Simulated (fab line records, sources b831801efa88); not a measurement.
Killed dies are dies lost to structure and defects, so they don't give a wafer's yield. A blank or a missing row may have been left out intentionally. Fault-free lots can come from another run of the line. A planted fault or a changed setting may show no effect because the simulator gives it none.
Chamber matching	flow sfq_line	SFQ_TRILAYER_I1_VIA_BARC_OPEN_VIA_ETCH_071 on rie_diel-04 has 4 sister chambers
The step etches BARC in O2, target depth 125 nm, time 41.7 s. 8 wafers are shown with their chamber, then 8 later ones without.

## WAFERS, EACH WITH ITS CHAMBER
wafer	chamber	drypump_motor_current_A (A)	rf_fwd_power_W (W)
L697.4	3	6.1	498.4
L700.2	1	4.7	495.8
L700.5	0	5.7	494.0
L702.2	1	4.7	494.4
L708.1	2	6.6	492.9
L708.4	3	6.1	497.1
L708.6	0	5.7	495.4
L711.2	2	6.5	494.1

## WAFERS MISSING THEIR CHAMBER
wafer	drypump_motor_current_A (A)	rf_fwd_power_W (W)
L711.4	5.7	496.6
L711.6	4.7	494.2
L713.1	6.1	496.9
L713.5	5.7	494.1
L713.6	6.6	494.6
L714.2	5.7	496.1
L714.3	4.7	494.3
L714.5	4.7	493.1

## THE CHAMBER EACH PASSED THROUGH
wafer	from the rows above	in truth
L711.4	0	0
L711.6	1	1
L713.1	3	3
L713.5	0	0
L713.6	2	2
L714.2	0	0
L714.3	1	1
L714.5	1	1
8 of 8 placed correctly. Not placeable from these rows: 0. Wrongly placed: 0.
How it was worked out, from the rows above alone: a wafer's distance from a chamber is the root of the sum, over the readings, of the square of ((its reading less the chamber's mean) divided by the reading's scatter). The wafer belongs to the nearest chamber; if the next one is less than 2 further off, it can't be placed. For every chamber, the mean is computed from those of its wafers that are shown. The scatter: the root of (the sum of the squares of (reading less its chamber's mean) over the shown wafers, divided by (wafers less chambers)).
